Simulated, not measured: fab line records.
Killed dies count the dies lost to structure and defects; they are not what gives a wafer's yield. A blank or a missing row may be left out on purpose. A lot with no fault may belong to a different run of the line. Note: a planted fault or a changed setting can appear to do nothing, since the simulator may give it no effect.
fab line records	flow sky130
[record] lots = 12	wafers = 36	last-day = 50
route steps=708 shown VIA3@593 METAL4@598 PAD_OPEN@708
lots that met no fault: taken from a fault-free run of the same line
start-h: hours from the record's first day to the start of the lot's first wafer shown	wait-h: hours from the lot's prior step to this one	" as in the row above	L1.1+2: several wafers, shown together as one row	- value missing, or start not given	* or withheld: withheld	< > ~ a bound
route shown NAME@n: names a module that has steps shown in the file, with the first one's number in the route	usual: mean/standard deviation taken from wafers without a fault	same: alike in all rows	chamber/n: place in a boat	sites: readings site by site	_std_site: how widely they spread, as a standard deviation	_edge_site: mean of outer sites minus mean of inner sites	radius-mm: for every site, how far away it sits from the centre of the wafer	mask NAME#n: copy n	behind: the most recent tool/chamber to have shaped the wafer	hold: reason for holding the lot/hours on hold/outcome of the hold	device: names the non-switching transistor (n, p or np)	end of line: the route-end tests of the same wafers	where a step has no rows: the recipe by itself	killed: not the wafer's yield, but the dies lost to structure and defects at the first sort	map: the dies of a wafer, with x for killed, . for not killed, _ for no die there
set.NAME: the setting the step ran with; set.NAME@STEP: the setting that earlier step ran with	model.NAME: the simulator's own value behind a step, which no gauge read
the route's steps for a sample of lots (tables are steps, rows are wafers)
services: when a tool's chamber went out of use (start-h, in hours from the record's first day, below 0 if earlier), for how many hours, and the reason
[[steps]]
[step SKY_VIA3_SPUTTER_20]
[recipe] material = TiN	target-thk-nm = 20	chamber-pressure-pa = 5	power-w = 4000	time-s = 80
[usual] chamber-pressure-pa = 5.000/0.011	throttle-valve-pct = 29.8/0.65
lot.wafer	tool	chamber	start-h	wait-h	chamber-pressure-pa	throttle-valve-pct
L619.1	pvd-sputter-02	-	926.32	0.0	4.979	29.9
L619.3	"	-	"	"	5.009	29.0
L619.5	"	-	"	"	5.013	29.0
L623.1	pvd-sputter-02	-	958.85	0.0	4.997	30.5
L623.2	"	-	"	"	5.014	29.3
L623.3	"	-	"	"	4.989	29.2
L624.2	pvd-sputter-03	-	961.06	0.0	5.017	29.4
L624.5	"	-	"	"	4.981	31.1
L624.6	"	-	"	"	5.007	30.0
L627.2	pvd-sputter-01	-	980.22	0.0	5.009	30.1
L627.3	"	-	"	"	4.977	29.1
L627.5	"	-	"	"	5.002	29.7
L628.1	pvd-sputter-02	-	989.88	0.0	4.992	29.1
L628.2	"	-	"	"	5.013	29.2
L628.4	"	-	"	"	5.001	29.6
L632.2	pvd-sputter-03	-	1016.07	0.0	4.979	30.3
L632.3	"	-	"	"	5.006	31.2
L632.5	"	-	"	"	4.999	29.7
L633.2	pvd-sputter-01	-	1022.82	0.0	5.015	29.5
L633.3	"	-	"	"	4.994	30.0
L633.6	"	-	"	"	4.984	30.0
L635.2	pvd-sputter-01	-	1034.09	0.0	4.998	29.7
L635.3	"	-	"	"	5.011	30.2
L635.5	"	-	"	"	5.007	30.0
L636.1	pvd-sputter-01	-	1039.06	0.0	5.010	30.0
L636.2	"	-	"	"	5.011	30.0
L636.4	"	-	"	"	4.999	29.8
L639.1	pvd-sputter-01	-	1065.18	0.0	4.993	30.3
L639.2	"	-	"	"	5.011	30.0
L639.5	"	-	"	"	5.017	29.6
L640.1	pvd-sputter-03	-	1077.67	0.0	5.005	29.8
L640.2	"	-	"	"	4.979	31.3
L640.3	"	-	"	"	4.996	29.9
L642.2	pvd-sputter-01	-	1082.29	0.0	5.010	30.0
L642.3	"	-	"	"	5.007	28.8
L642.6	"	-	"	"	4.994	30.1
[step SKY_METAL4_SPUTTER_00]
[recipe] material = Ti	target-thk-nm = 15	power-w = 3000	time-s = 10	chamber-pressure-pa = 0.4
[usual] chamber-pressure-pa = 0.4001/0.00071	throttle-valve-pct = 29.7/0.55
lot.wafer	tool	chamber	start-h	wait-h	chamber-pressure-pa	throttle-valve-pct
L619.1	pvd-sputter-04	-	926.98	0.1	0.3986	30.3
L619.3	"	-	"	"	0.3994	29.8
L619.5	"	-	"	"	0.3995	30.2
L623.1	pvd-sputter-04	-	959.51	0.1	0.4009	29.9
L623.2	"	-	"	"	0.4012	30.3
L623.3	"	-	"	"	0.4006	30.3
L624.2	pvd-sputter-04	-	961.73	0.1	0.4000	30.1
L624.5	"	-	"	"	0.4002	29.7
L624.6	"	-	"	"	0.4001	30.4
L627.2	pvd-sputter-04	-	980.88	0.1	0.3996	29.7
L627.3	"	-	"	"	0.3996	30.1
L627.5	"	-	"	"	0.3999	29.8
L628.1	pvd-sputter-04	-	990.55	0.1	0.4002	29.8
L628.2	"	-	"	"	0.4007	29.8
L628.4	"	-	"	"	0.4005	29.9
L632.2	pvd-sputter-02	-	1016.74	0.2	0.4003	29.3
L632.3	"	-	"	"	0.4006	29.6
L632.5	"	-	"	"	0.4012	29.1
L633.2	pvd-sputter-02	-	1023.49	0.2	0.4012	28.7
L633.3	"	-	"	"	0.4001	29.5
L633.6	"	-	"	"	0.4000	29.2
L635.2	pvd-sputter-01	-	1034.87	0.1	0.4007	29.9
L635.3	"	-	"	"	0.4011	30.0
L635.5	"	-	"	"	0.3997	28.9
L636.1	pvd-sputter-02	-	1039.72	0.2	0.4009	30.4
L636.2	"	-	"	"	0.3997	29.5
L636.4	"	-	"	"	0.3987	28.8
L639.1	pvd-sputter-04	-	1065.85	0.2	0.4003	30.3
L639.2	"	-	"	"	0.4001	29.8
L639.5	"	-	"	"	0.4002	30.0
L640.1	pvd-sputter-02	-	1078.33	0.1	0.3996	29.0
L640.2	"	-	"	"	0.4009	29.7
L640.3	"	-	"	"	0.3997	29.2
L642.2	pvd-sputter-02	-	1083.00	0.1	0.4007	29.6
L642.3	"	-	"	"	0.3998	30.8
L642.6	"	-	"	"	0.4015	28.9
[step SKY_METAL4_SPUTTER_02]
[recipe] material = AlCu	target-thk-nm = 735	power-w = 10600	time-s = 39.1	chamber-pressure-pa = 0.4
[usual] chamber-pressure-pa = 0.4000/0.00086	throttle-valve-pct = 29.7/0.54
lot.wafer	tool	chamber	start-h	wait-h	chamber-pressure-pa	throttle-valve-pct
L619.1	pvd-sputter-04	-	927.03	0.0	0.4004	30.5
L619.3	"	-	"	"	0.3998	29.7
L619.5	"	-	"	"	0.3988	30.2
L623.1	pvd-sputter-04	-	959.56	0.0	0.4001	29.8
L623.2	"	-	"	"	0.3988	30.4
L623.3	"	-	"	"	0.3995	30.5
L624.2	pvd-sputter-04	-	961.78	0.0	0.3988	29.7
L624.5	"	-	"	"	0.3992	29.6
L624.6	"	-	"	"	0.4001	30.4
L627.2	pvd-sputter-04	-	980.93	0.0	0.3216	33.3
L627.3	"	-	"	"	0.3215	33.5
L627.5	"	-	"	"	0.3223	33.4
L628.1	pvd-sputter-04	-	990.59	0.0	0.3201	33.5
L628.2	"	-	"	"	0.3212	33.2
L628.4	"	-	"	"	0.3213	33.7
L632.2	pvd-sputter-02	-	1016.78	0.0	0.3991	28.8
L632.3	"	-	"	"	0.4001	29.9
L632.5	"	-	"	"	0.3997	29.2
L633.2	pvd-sputter-02	-	1023.54	0.0	0.4003	29.2
L633.3	"	-	"	"	0.3988	29.4
L633.6	"	-	"	"	0.4011	29.0
L635.2	pvd-sputter-01	-	1034.92	0.0	0.4003	29.7
L635.3	"	-	"	"	0.3989	30.3
L635.5	"	-	"	"	0.4008	28.9
L636.1	pvd-sputter-02	-	1039.77	0.0	0.3990	30.8
L636.2	"	-	"	"	0.3999	29.7
L636.4	"	-	"	"	0.3992	29.2
L639.1	pvd-sputter-04	-	1065.89	0.0	0.4013	30.0
L639.2	"	-	"	"	0.3995	29.8
L639.5	"	-	"	"	0.4009	29.6
L640.1	pvd-sputter-02	-	1078.38	0.0	0.3987	29.1
L640.2	"	-	"	"	0.4000	29.6
L640.3	"	-	"	"	0.3997	28.6
L642.2	pvd-sputter-02	-	1083.05	0.0	0.4003	29.7
L642.3	"	-	"	"	0.3986	30.5
L642.6	"	-	"	"	0.4001	29.1
[step SKY_METAL4_SPUTTER_04]
[recipe] material = TiN	target-thk-nm = 70	power-w = 6500	time-s = 58.3	chamber-pressure-pa = 0.4
[usual] chamber-pressure-pa = 0.4001/0.00071	throttle-valve-pct = 29.7/0.53
lot.wafer	tool	chamber	start-h	wait-h	chamber-pressure-pa	throttle-valve-pct
L619.1	pvd-sputter-04	-	927.09	0.0	0.3990	30.4
L619.3	"	-	"	"	0.3994	29.7
L619.5	"	-	"	"	0.4002	29.9
L623.1	pvd-sputter-04	-	959.61	0.0	0.4005	29.8
L623.2	"	-	"	"	0.4003	30.1
L623.3	"	-	"	"	0.4007	30.4
L624.2	pvd-sputter-04	-	961.83	0.0	0.4005	29.9
L624.5	"	-	"	"	0.4008	29.6
L624.6	"	-	"	"	0.3993	30.4
L627.2	pvd-sputter-04	-	980.99	0.0	0.4001	29.9
L627.3	"	-	"	"	0.4012	30.1
L627.5	"	-	"	"	0.4007	29.9
L628.1	pvd-sputter-04	-	990.65	0.0	0.3983	29.6
L628.2	"	-	"	"	0.3991	29.9
L628.4	"	-	"	"	0.4002	30.2
L632.2	pvd-sputter-02	-	1016.84	0.0	0.4003	29.1
L632.3	"	-	"	"	0.3997	29.7
L632.5	"	-	"	"	0.3996	29.2
L633.2	pvd-sputter-02	-	1023.59	0.0	0.3990	29.3
L633.3	"	-	"	"	0.4001	29.8
L633.6	"	-	"	"	0.3999	29.3
L635.2	pvd-sputter-01	-	1034.98	0.0	0.4012	29.8
L635.3	"	-	"	"	0.4008	29.9
L635.5	"	-	"	"	0.4000	28.8
L636.1	pvd-sputter-02	-	1039.83	0.0	0.4009	30.5
L636.2	"	-	"	"	0.4004	29.9
L636.4	"	-	"	"	0.4007	29.2
L639.1	pvd-sputter-04	-	1065.95	0.0	0.3995	30.1
L639.2	"	-	"	"	0.3996	29.6
L639.5	"	-	"	"	0.4002	29.8
L640.1	pvd-sputter-02	-	1078.44	0.0	0.4007	29.2
L640.2	"	-	"	"	0.4005	29.5
L640.3	"	-	"	"	0.4015	29.3
L642.2	pvd-sputter-02	-	1083.11	0.0	0.3993	29.6
L642.3	"	-	"	"	0.4010	30.7
L642.6	"	-	"	"	0.4004	29.0
[step SKY_PAD_OPEN_PROBE_99]
[usual] defect-limited-yield = 82.5/2.1	killed_at_M0_to_M3 = 43/7.7	killed_at_M4_up = 2.9/1.9	killed-at-contacts = 24/5.9	killed-at-front-end = 16/5.1	killed-at-other = 0.3/0.63	killed-dies = 86/10	killed-on-rim = 16/3.6	killed-open = 47/7.6	killed-short = 39/6.8	sort_bin_3_pad_short = 0.8/0.44	sort_bin_5_function = 10.4/1.6	sort_bin_6_memory = 6.3/1.1	sort-n-pass = 406/10	sort-yield-pct = 82.5/2.1
[same] gross-dies = 492	killed-at-back-side = 0	sort_bin_4_leakage[%] = 0	sort_bin_8_speed[%] = 0
lot.wafer	tool	chamber	start-h	wait-h	defect-limited-yield[%]	killed_at_M0_to_M3	killed_at_M4_up	killed-at-contacts	killed-at-front-end	killed-at-other	killed-dies	killed-on-rim	killed-open	killed-short	sort_bin_3_pad_short[%]	sort_bin_5_function[%]	sort_bin_6_memory[%]	sort-n-pass	sort-yield-pct[%]
L619.1	prober-02	-	1073.20	0.1	81.3	53	2	18	19	0	92	15	47	45	0.6	13.2	4.9	400	81.3
L619.3	prober-02	-	1073.30	0.2	82.9	42	4	22	16	0	84	16	51	32	1.2	8.9	6.9	408	82.9
L619.5	prober-02	-	1073.40	0.2	83.3	35	2	18	27	0	82	13	40	42	0.6	10.0	6.1	410	83.3
L623.1	prober-01	-	1101.54	0.1	79.9	47	2	25	25	0	99	18	54	45	0.8	13.0	6.3	393	79.9
L623.2	prober-01	-	1101.59	0.1	78.7	66	2	27	9	1	105	16	57	48	0.2	15.4	5.7	387	78.7
L623.3	prober-01	-	1101.64	0.2	83.7	50	2	17	11	0	80	17	41	39	0.2	10.8	5.3	412	83.7
L624.2	prober-02	-	1103.24	0.1	81.7	54	2	22	12	0	90	9	59	31	0.6	12.4	5.3	402	81.7
L624.5	prober-02	-	1103.39	0.2	82.3	50	0	18	16	3	87	20	48	37	0.8	9.8	7.1	405	82.3
L624.6	prober-02	-	1103.44	0.2	81.9	51	3	17	18	0	89	17	50	38	0.4	11.0	6.7	403	81.9
L627.2	prober-01	-	1119.15	0.1	80.7	53	2	22	18	0	95	20	57	38	0.8	11.6	6.9	397	80.7
L627.3	prober-01	-	1119.20	0.2	87.4	41	2	9	10	0	62	10	33	29	0	8.5	4.1	430	87.4
L627.5	prober-01	-	1119.30	0.2	76.0	68	2	35	13	0	118	27	63	55	2.0	14.4	7.5	374	76.0
L628.1	prober-02	-	1125.94	0.1	81.5	53	4	26	8	0	91	19	61	29	0.6	12.0	5.9	401	81.5
L628.2	prober-02	-	1125.99	0.1	80.9	58	0	27	9	0	94	16	48	46	0.4	12.0	6.7	398	80.9
L628.4	prober-02	-	1126.09	0.2	84.3	34	6	24	13	0	77	14	49	27	0.6	11.0	4.1	415	84.3
L632.2	prober-02	-	1147.81	0.1	78.0	59	4	34	11	0	108	21	64	44	0.8	13.2	7.9	384	78.0
L632.3	prober-02	-	1147.86	0.2	81.5	46	5	28	11	1	91	25	50	41	1.0	10.0	7.5	401	81.5
L632.5	prober-02	-	1147.96	0.2	81.9	44	5	22	18	0	89	19	42	46	0.4	10.4	7.3	403	81.9
L633.2	prober-01	-	1155.09	0.1	86.4	33	0	18	15	1	67	14	43	24	0.4	8.3	4.9	425	86.4
L633.3	prober-01	-	1155.14	0.2	84.6	40	3	16	17	0	76	12	46	29	0.8	8.7	5.9	416	84.6
L633.6	prober-01	-	1155.29	0.2	83.3	32	3	33	14	0	82	15	51	31	0.6	10.4	5.7	410	83.3
L635.2	prober-01	-	1161.94	0.1	82.5	40	4	26	16	0	86	23	43	43	1.4	11.0	5.1	406	82.5
L635.3	prober-01	-	1161.99	0.2	79.5	42	5	35	19	0	101	23	54	47	0.8	13.4	6.3	391	79.5
L635.5	prober-01	-	1162.09	0.2	85.0	38	3	15	18	0	74	10	35	39	1.0	7.3	6.7	418	85.0
L636.1	prober-02	-	1164.67	0.1	84.3	27	5	22	22	1	77	14	40	35	1.2	9.1	5.3	415	84.3
L636.2	prober-02	-	1164.72	0.1	85.2	32	2	20	19	0	73	10	38	35	1.0	8.5	5.3	419	85.2
L636.4	prober-02	-	1164.82	0.2	86.0	36	2	15	16	0	69	13	33	34	1.0	8.1	4.9	423	86.0
L639.1	prober-01	-	1183.91	0.1	83.3	33	3	27	19	0	82	16	46	36	0.8	9.1	6.7	410	83.3
L639.2	prober-01	-	1183.96	0.1	85.2	42	6	11	14	0	73	16	41	32	0	9.1	5.7	419	85.2
L639.5	prober-01	-	1184.11	0.2	83.9	41	4	16	18	0	79	18	46	33	0.4	10.8	4.9	413	83.9
L640.1	prober-02	-	1194.30	0.1	80.7	50	3	21	20	1	95	16	55	40	0.6	12.0	6.7	397	80.7
L640.2	prober-02	-	1194.35	0.1	82.3	47	2	22	16	0	87	14	47	39	1.2	10.8	5.7	405	82.3
L640.3	prober-02	-	1194.40	0.2	83.7	38	2	24	16	0	80	16	35	45	1.0	9.6	5.7	412	83.7
L642.2	prober-01	-	1198.62	0.1	82.5	44	3	24	15	0	86	18	51	32	0.2	10.4	6.9	406	82.5
L642.3	prober-01	-	1198.67	0.2	83.5	56	0	16	9	0	81	8	51	29	0.4	8.9	7.1	411	83.5
L642.6	prober-01	-	1198.82	0.2	81.3	44	1	30	17	0	92	18	48	42	0.8	11.6	6.3	400	81.3
// killed by level:class
L619.1 CONTACT:geometric-particle:open=9 VIA2:geometric-particle:open=9 METAL1:geometric-particle:short=8 METAL2:geometric-particle:short=8 POLY_GATE:geometric-particle:open=7 VIA1:geometric-particle:short=7 POLY_GATE:geometric-particle:short=6 VIA3:geometric-particle:open=6
L619.3 VIA1:geometric-particle:open=12 CONTACT:geometric-particle:open=9 LI_CONTACT:geometric-particle:open=8 POLY_GATE:geometric-particle:short=6 POLY_GATE:geometric-particle:open=6 VIA2:geometric-particle:open=6 VIA3:geometric-particle:open=6 METAL3:geometric-particle:short=4
L619.5 POLY_GATE:geometric-particle:short=10 VIA2:geometric-particle:open=7 CONTACT:geometric-particle:open=6 VIA3:geometric-particle:open=6 FIELD_ISO:geometric-particle:short=5 VIA1:geometric-particle:open=5 LI_CONTACT:geometric-particle:open=4 LOCAL_INTERCONNECT:geometric-particle:short=4
L623.1 VIA3:geometric-particle:open=9 FIELD_ISO:geometric-particle:open=8 VIA1:geometric-particle:open=8 CONTACT:geometric-particle:open=8 POLY_GATE:geometric-particle:short=6 CONTACT:geometric-particle:short=6 VIA2:geometric-particle:open=6 LI_CONTACT:geometric-particle:open=5
L623.2 VIA1:geometric-particle:open=19 VIA2:geometric-particle:open=11 CONTACT:geometric-particle:short=10 CONTACT:geometric-particle:open=8 METAL1:geometric-particle:short=6 VIA3:geometric-particle:open=6 VIA1:geometric-particle:short=5 METAL1:geometric-particle:open=4
L623.3 VIA1:geometric-particle:open=16 VIA3:geometric-particle:open=8 VIA2:geometric-particle:open=7 LOCAL_INTERCONNECT:geometric-particle:short=5 VIA1:geometric-particle:short=5 METAL2:geometric-particle:short=4 CONTACT:geometric-particle:short=4 METAL1:geometric-particle:short=4
L624.2 VIA1:geometric-particle:open=17 CONTACT:geometric-particle:open=12 VIA3:geometric-particle:open=10 LI_CONTACT:geometric-particle:open=6 METAL2:geometric-particle:short=5 VIA2:geometric-particle:open=5 FIELD_ISO:geometric-particle:open=3 METAL1:geometric-particle:short=3
L624.5 VIA3:geometric-particle:open=12 VIA1:geometric-particle:open=10 CONTACT:geometric-particle:short=6 METAL1:geometric-particle:short=6 FIELD_ISO:geometric-particle:short=5 LI_CONTACT:geometric-particle:open=5 CONTACT:geometric-particle:open=5 VIA1:geometric-particle:short=5
L624.6 VIA1:geometric-particle:open=18 VIA2:geometric-particle:open=7 FIELD_ISO:geometric-particle:open=6 LI_CONTACT:geometric-particle:open=6 VIA3:geometric-particle:short=6 VIA1:geometric-particle:short=6 FIELD_ISO:geometric-particle:short=4 CONTACT:geometric-particle:short=4
L627.2 VIA3:geometric-particle:open=14 VIA1:geometric-particle:open=10 CONTACT:geometric-particle:open=9 POLY_GATE:geometric-particle:open=8 METAL2:geometric-particle:short=6 METAL1:geometric-particle:short=5 VIA2:geometric-particle:open=5 FIELD_ISO:geometric-particle:open=4
L627.3 VIA3:geometric-particle:open=12 VIA1:geometric-particle:open=10 VIA1:geometric-particle:short=6 POLY_GATE:geometric-particle:short=5 METAL1:geometric-particle:short=4 METAL2:geometric-particle:short=4 LI_CONTACT:geometric-particle:open=3 CONTACT:geometric-particle:open=3
L627.5 VIA1:geometric-particle:open=17 METAL1:geometric-particle:short=12 CONTACT:geometric-particle:open=12 LI_CONTACT:geometric-particle:open=9 VIA3:geometric-particle:open=8 VIA1:geometric-particle:short=8 METAL2:geometric-particle:short=6 METAL2:geometric-particle:open=6
L628.1 VIA1:geometric-particle:open=19 CONTACT:geometric-particle:open=13 LI_CONTACT:geometric-particle:open=7 VIA3:geometric-particle:open=7 VIA1:geometric-particle:short=5 VIA2:geometric-particle:short=5 CONTACT:geometric-particle:short=4 METAL1:geometric-particle:open=3
L628.2 CONTACT:geometric-particle:open=13 VIA1:geometric-particle:open=9 METAL2:geometric-particle:short=9 VIA1:geometric-particle:short=8 VIA2:geometric-particle:open=7 LI_CONTACT:geometric-particle:open=6 VIA2:geometric-particle:short=6 VIA3:geometric-particle:open=6
L628.4 VIA1:geometric-particle:open=11 CONTACT:geometric-particle:open=9 VIA3:geometric-particle:open=6 LI_CONTACT:geometric-particle:open=5 VIA2:geometric-particle:open=5 CONTACT:geometric-particle:short=4 METAL4:geometric-particle:short=4 FIELD_ISO:geometric-particle:short=3
L632.2 VIA1:geometric-particle:open=13 LI_CONTACT:geometric-particle:open=13 CONTACT:geometric-particle:open=11 VIA1:geometric-particle:short=11 VIA3:geometric-particle:open=9 METAL2:geometric-particle:short=7 CONTACT:geometric-particle:short=5 FIELD_ISO:geometric-particle:open=4
L632.3 VIA1:geometric-particle:open=15 CONTACT:geometric-particle:open=11 LI_CONTACT:geometric-particle:open=8 METAL1:geometric-particle:short=6 VIA1:geometric-particle:short=6 FIELD_ISO:geometric-particle:short=5 VIA2:geometric-particle:open=5 VIA3:geometric-particle:open=5
L632.5 METAL1:geometric-particle:short=13 VIA1:geometric-particle:open=8 CONTACT:geometric-particle:open=8 VIA3:geometric-particle:open=6 LI_CONTACT:geometric-particle:open=5 FIELD_ISO:geometric-particle:open=4 FIELD_ISO:geometric-particle:short=4 POLY_GATE:geometric-particle:short=4
L633.2 CONTACT:geometric-particle:open=13 VIA1:geometric-particle:open=8 VIA3:geometric-particle:open=5 VIA2:geometric-particle:open=5 FIELD_ISO:geometric-particle:short=4 FIELD_ISO:geometric-particle:open=4 VIA2:geometric-particle:short=4 POLY_GATE:geometric-particle:open=3
L633.3 VIA1:geometric-particle:open=13 VIA3:geometric-particle:open=8 LI_CONTACT:geometric-particle:open=5 FIELD_ISO:geometric-particle:short=4 LOCAL_INTERCONNECT:geometric-particle:short=4 CONTACT:geometric-particle:open=4 VIA2:geometric-particle:open=4 METAL3:geometric-particle:short=4
L633.6 CONTACT:geometric-particle:open=11 LI_CONTACT:geometric-particle:open=10 POLY_GATE:geometric-particle:open=6 VIA2:geometric-particle:open=6 LOCAL_INTERCONNECT:geometric-particle:short=5 VIA3:geometric-particle:open=5 VIA1:geometric-particle:open=4 VIA1:geometric-particle:short=4
L635.2 LI_CONTACT:geometric-particle:open=12 METAL1:geometric-particle:short=7 VIA3:geometric-particle:short=6 POLY_GATE:geometric-particle:open=5 CONTACT:geometric-particle:short=5 LI_CONTACT:geometric-particle:short=4 CONTACT:geometric-particle:open=4 VIA1:geometric-particle:open=4
L635.3 CONTACT:geometric-particle:open=10 CONTACT:geometric-particle:short=9 VIA2:geometric-particle:open=9 POLY_GATE:geometric-particle:short=8 LI_CONTACT:geometric-particle:open=7 VIA1:geometric-particle:open=6 FIELD_ISO:geometric-particle:open=5 VIA1:geometric-particle:short=5
L635.5 LI_CONTACT:geometric-particle:open=7 VIA1:geometric-particle:short=6 VIA3:geometric-particle:open=6 POLY_GATE:geometric-particle:open=5 CONTACT:geometric-particle:open=5 METAL1:geometric-particle:short=5 METAL2:geometric-particle:short=5 VIA2:geometric-particle:open=4
L636.1 FIELD_ISO:geometric-particle:open=9 CONTACT:geometric-particle:open=8 FIELD_ISO:geometric-particle:short=6 VIA1:geometric-particle:open=5 LI_CONTACT:geometric-particle:open=5 METAL4:geometric-particle:short=5 VIA2:geometric-particle:open=5 LOCAL_INTERCONNECT:geometric-particle:short=4
L636.2 FIELD_ISO:geometric-particle:short=8 FIELD_ISO:geometric-particle:open=7 CONTACT:geometric-particle:open=6 LI_CONTACT:geometric-particle:open=5 METAL1:geometric-particle:short=5 VIA1:geometric-particle:open=5 LI_CONTACT:geometric-particle:short=3 LOCAL_INTERCONNECT:geometric-particle:short=3
L636.4 VIA1:geometric-particle:open=9 VIA2:geometric-particle:open=7 CONTACT:geometric-particle:short=5 METAL1:geometric-particle:short=5 FIELD_ISO:geometric-particle:open=4 LI_CONTACT:geometric-particle:open=4 FIELD_ISO:geometric-particle:short=3 POLY_GATE:geometric-particle:short=3
L639.1 VIA1:geometric-particle:open=10 CONTACT:geometric-particle:open=9 LI_CONTACT:geometric-particle:open=8 METAL1:geometric-particle:short=6 POLY_GATE:geometric-particle:open=5 CONTACT:geometric-particle:short=5 FIELD_ISO:geometric-particle:open=4 LOCAL_INTERCONNECT:geometric-particle:short=4
L639.2 VIA1:geometric-particle:open=12 FIELD_ISO:geometric-particle:open=6 CONTACT:geometric-particle:open=5 VIA2:geometric-particle:open=5 POLY_GATE:geometric-particle:short=4 METAL1:geometric-particle:short=4 VIA1:geometric-particle:short=4 VIA3:geometric-particle:open=4
L639.5 VIA1:geometric-particle:open=10 CONTACT:geometric-particle:open=7 METAL2:geometric-particle:short=7 VIA2:geometric-particle:open=6 METAL1:geometric-particle:short=6 FIELD_ISO:geometric-particle:short=5 POLY_GATE:geometric-particle:open=4 LI_CONTACT:geometric-particle:open=4
L640.1 VIA1:geometric-particle:open=12 POLY_GATE:geometric-particle:open=8 VIA2:geometric-particle:open=8 METAL2:geometric-particle:short=6 LI_CONTACT:geometric-particle:open=5 VIA3:geometric-particle:open=5 CONTACT:geometric-particle:short=5 POLY_GATE:geometric-particle:short=4
L640.2 VIA1:geometric-particle:open=11 VIA3:geometric-particle:open=6 VIA2:geometric-particle:open=6 LOCAL_INTERCONNECT:geometric-particle:short=5 CONTACT:geometric-particle:open=5 METAL1:geometric-particle:short=5 METAL2:geometric-particle:short=5 FIELD_ISO:geometric-particle:short=4
L640.3 METAL2:geometric-particle:short=10 CONTACT:geometric-particle:open=9 VIA1:geometric-particle:open=8 FIELD_ISO:geometric-particle:short=5 LI_CONTACT:geometric-particle:short=5 FIELD_ISO:geometric-particle:open=4 LI_CONTACT:geometric-particle:open=4 METAL1:geometric-particle:short=4
L642.2 CONTACT:geometric-particle:open=11 VIA1:geometric-particle:open=10 VIA2:geometric-particle:open=7 LI_CONTACT:geometric-particle:open=6 METAL2:geometric-particle:short=6 VIA1:geometric-particle:short=5 VIA2:geometric-particle:short=5 VIA3:geometric-particle:open=5
L642.3 VIA1:geometric-particle:open=16 VIA2:geometric-particle:open=8 METAL2:geometric-particle:short=7 CONTACT:geometric-particle:open=6 VIA3:geometric-particle:open=6 VIA1:geometric-particle:short=5 METAL2:geometric-particle:open=5 METAL3:geometric-particle:short=4
L642.6 CONTACT:geometric-particle:open=10 LI_CONTACT:geometric-particle:open=9 VIA2:geometric-particle:open=9 VIA1:geometric-particle:short=8 FIELD_ISO:geometric-particle:short=7 VIA1:geometric-particle:open=7 VIA2:geometric-particle:short=6 LI_CONTACT:geometric-particle:short=5
[[services]]
tool	chamber	start-h	hours	kind
pvd-sputter-02	-	904.63	8.7	repair
pvd-sputter-01	-	916.74	1.0	repair
pvd-sputter-04	-	953.86	1.9	repair
pvd-sputter-01	-	967.71	0.5	repair
pvd-sputter-01	-	1003.53	1.0	repair
pvd-sputter-04	-	1006.84	6.4	repair
[[key]]
[first-sign] step = SKY_METAL4_SPUTTER_02	reading = chamber-pressure-pa	direction = down	sigmas = 91	usual = 0.4000	struck = 0.3213
[effect] step = SKY_METAL4_SPUTTER_02	reading = throttle-valve-pct	direction = up	sigmas = 6.9	usual = 29.7	struck = 33.4
met-at SKY_METAL4_SPUTTER_02
struck-lots L627,L628
not-acting-at SKY_VIA3_SPUTTER_20,SKY_METAL4_SPUTTER_00,SKY_METAL4_SPUTTER_04
onset-between 961.78 980.93
[fault] kind = process-parameter-drift	tool = pvd-sputter-04	chamber = -	onset-h = 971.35	steps = SKY_METAL4_SPUTTER_02	channel = chamber-pressure-pa	offset = -0.078495	shape = step	end-h = 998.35	acts-in = these-recipes-only	stated = 0.4
